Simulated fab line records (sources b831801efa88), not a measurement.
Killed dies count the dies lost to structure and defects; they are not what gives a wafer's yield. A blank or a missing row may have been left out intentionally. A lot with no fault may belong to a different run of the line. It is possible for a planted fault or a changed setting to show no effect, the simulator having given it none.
Which tool did it? | flow sky130 | 13 lots, 39 wafers sampled, at 2 steps of a route of 708

## WHAT EACH GAUGE READ, for each wafer
SKY_LDD_HVP_TW_MEAS_10.
lot  | measured     | on            | LDD_HVP_TW
L482 | day 22 09:26 | film-metro-02 | 451 451 453
L484 | day 22 16:02 | film-metro-03 | 458 459 457
L485 | day 22 17:19 | film-metro-03 | 458 456 459
L487 | day 23 02:34 | film-metro-02 | 451 452 449
L486 | day 23 04:08 | film-metro-02 | 450 452 450
L488 | day 24 10:59 | film-metro-02 | 453 454 452
L490 | day 24 18:46 | film-metro-02 | 450 451 454
L489 | day 24 19:34 | film-metro-01 | 456 459 459
L491 | day 25 07:31 | film-metro-01 | 458 457 459
L492 | day 25 18:58 | film-metro-03 | 463 462 463
L494 | day 26 03:07 | film-metro-02 | 453 450 450
L503 | day 29 03:15 | film-metro-03 | 461 457 459
L504 | day 29 11:46 | film-metro-01 | 458 458 459

SKY_SD_P_OVL_MEAS_08.
lot  | measured     | on         | SD_P_OVL (nm)
L482 | day 26 05:14 | overlay-02 | 2.5 -0.2 1.2
L484 | day 26 14:07 | overlay-02 | 1.9 1.5 1.4
L485 | day 26 13:23 | overlay-01 | -3.4 -0.4 -3.4
L487 | day 26 21:51 | overlay-01 | -1.6 -0.5 -0.6
L486 | day 27 01:38 | overlay-02 | 3.0 2.5 1.2
L488 | day 28 06:05 | overlay-01 | 1.2 -0.4 0.3
L490 | day 28 13:01 | overlay-02 | 1.9 3.7 0.3
L489 | day 28 13:56 | overlay-02 | -0.2 0.4 -0.8
L491 | day 29 00:25 | overlay-02 | 1.6 -0.6 0.4
L492 | day 29 12:48 | overlay-02 | 1.2 2.6 -0.6
L494 | day 29 20:45 | overlay-02 | -1.6 -0.5 -0.7
L503 | day 32 17:01 | overlay-01 | -0.4 1.1 0.5
L504 | day 33 01:00 | overlay-01 | 0.5 0.3 1.7

## WHICH TOOL RAN EACH LOT (tool, then ch and the chambers of the sampled wafers, then the start)
There is no process step in the record ahead of these readings.

## AS READ BY THE TOOLS THEMSELVES (means over the sampled wafers that have a number; for cases with no such wafer, the mark the record gives instead)
The record holds no such reading with a usual standard deviation.

## THE ANSWER, worked out from the rows above alone
Rule: what is usual is taken from the lots themselves. The widest of any qualifying gaps counts: lots, ordered by their means at a reading, are off when they make up no more than a third of the lots, leave a main group of 4 or more, and stand apart from it by 3 or more times the standard deviation of that group's means. The tables above print the reading to a certain number of digits; a main group whose means all agree to those digits is not used. Also off: a lot with no number at a reading for which 4 or more lots have one. All remaining lots with rows at the step are treated as sound. The gauges are gone through in route order, then the tools' own readings, and for those a lot's mean is taken as printed above. At the first step where some lot is off, the reading lying furthest off is the one used; lots without a number count as furthest.
No lot is off at any reading shown: from this, nothing can be told.

## WHAT THE SIMULATOR HAD INSERTED
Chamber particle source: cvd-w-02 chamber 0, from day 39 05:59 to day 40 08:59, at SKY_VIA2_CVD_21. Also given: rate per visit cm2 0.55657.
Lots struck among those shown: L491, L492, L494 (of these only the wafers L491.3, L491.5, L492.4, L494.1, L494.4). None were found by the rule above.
